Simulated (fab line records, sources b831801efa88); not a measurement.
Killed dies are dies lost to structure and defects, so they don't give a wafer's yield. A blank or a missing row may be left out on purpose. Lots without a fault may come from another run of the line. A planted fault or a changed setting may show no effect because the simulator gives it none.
Which tool did it? | flow gf180mcu | 6 lots, 18 wafers sampled, at 2 steps of a route of 602

WHAT THE GAUGES READ, wafer by wafer
GF_STI_THK_MEAS_04.
lot  | measured    | on            | STI_CVD_03_THK (nm)
L566 | day 1 18:35 | film_metro-04 | 210.8 209.8 210.7
L568 | day 2 04:34 | film_metro-03 | 207.6 208.2 208.5
L571 | day 2 19:35 | film_metro-03 | 206.2 206.1 205.3
L575 | day 3 16:07 | film_metro-03 | 210.1 209.6 208.2
L578 | day 4 07:13 | film_metro-03 | 209.1 208.4 209.3
L587 | day 6 04:01 | film_metro-03 | 360.4 361.6 361.4 360.4 361.3 361.3

WHICH TOOL RAN EACH LOT (tool, then ch and the chambers of the sampled wafers, then the start)
lot  | GF_STI_CVD_03
L566 | lpcvd-02 ch 1, day 1 16:35
L568 | lpcvd-01 ch 0, day 2 02:34
L571 | lpcvd-01 ch 0, day 2 17:35
L575 | lpcvd-02 ch 0, day 3 14:08
L578 | lpcvd-02 ch 1, day 4 05:11
L587 | lpcvd-01 ch 0, day 6 02:01
- GF_STI_CVD_03: deposits Si3N4 from DCS/NH3, target thk 207.16 nm, time 3551 s.

THE ANSWER, worked out from the rows above alone
Rule: what is usual is taken from the lots themselves. Put in order of their means at a reading, lots are off if they are a third of the lots or fewer, leave a main group of 4 or more, and stand apart from it by a gap of 3 or more times the standard deviation of the main group's means; of several such gaps the widest counts. A main group whose means are all the same, to the digits that the tables above print for the reading, isn't used. A lot without any number at a reading at which 4 lots or more have one is off too. The other lots that the step has rows for count as sound.
Off: L587, at GF_STI_THK_MEAS_04 (STI_CVD_03_THK). The main group: mean 208.5 nm, standard deviation 1.5.
A tool fits if, at a process step before that reading, it ran every lot that is off, and no sound lot after the first of them. The gauges at GF_STI_THK_MEAS_04 are tried like those tools. Can't be told from this: 2 tools fit, lpcvd-01 at GF_STI_CVD_03, film_metro-03 at GF_STI_THK_MEAS_04.

WHAT THE SIMULATOR HAD PUT IN
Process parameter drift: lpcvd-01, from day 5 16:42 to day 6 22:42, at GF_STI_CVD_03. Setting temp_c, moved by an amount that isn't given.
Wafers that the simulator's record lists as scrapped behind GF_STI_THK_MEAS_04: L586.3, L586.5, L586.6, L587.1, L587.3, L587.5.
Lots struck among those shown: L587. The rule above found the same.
